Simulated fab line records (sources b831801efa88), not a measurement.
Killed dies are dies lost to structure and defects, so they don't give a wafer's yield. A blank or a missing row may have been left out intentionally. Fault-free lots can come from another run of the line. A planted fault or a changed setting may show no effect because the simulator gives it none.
Which of the tools did it? + flow sky130 + route of 708 steps, sampled at 1 step: 6 lots, 18 wafers

== WHAT THE GAUGES READ, wafer by wafer ==
SKY_POLY_GATE_THK_MEAS_01.
| lot  | measured     | on            | POLY_GATE_CVD_00_THK (nm) |
|------|--------------|---------------|---------------------------|
| L120 | day 14 01:26 | film-metro-04 | 183.1 183.1 183.0         |
| L122 | day 14 19:34 | film-metro-02 | 181.2 180.8 181.5         |
| L129 | day 17 18:29 | film-metro-04 | 182.5 180.7 181.2         |
| L135 | day 19 20:06 | film-metro-04 | 181.1 181.5 181.8         |
| L137 | day 20 12:49 | film-metro-02 | 178.7 179.0 181.2         |
| L139 | day 21 02:37 | film-metro-03 | 181.6 180.8 181.6         |

== WHICH TOOL RAN EACH LOT (tool, then ch and the chambers of the sampled wafers, then the start) ==
The record shows no process step preceding these readings.

== THE ANSWER, worked out from the rows above alone ==
Rule: usual is defined by the lots themselves. The widest of any qualifying gaps counts: lots, ordered by their means at a reading, are off when they make up no more than a third of the lots, leave a main group of 4 or more, and stand apart from it by 3 or more times the standard deviation of that group's means. If all means in a main group match to the digits the tables above print for the reading, that group is not used. Also off: a lot with no number at a reading for which 4 or more lots have one. Where the step has rows for the other lots, those lots are counted as sound.
Across all readings shown, no lot is off: no conclusion can be drawn from this.

== WHAT THE SIMULATOR HAD PUT IN ==
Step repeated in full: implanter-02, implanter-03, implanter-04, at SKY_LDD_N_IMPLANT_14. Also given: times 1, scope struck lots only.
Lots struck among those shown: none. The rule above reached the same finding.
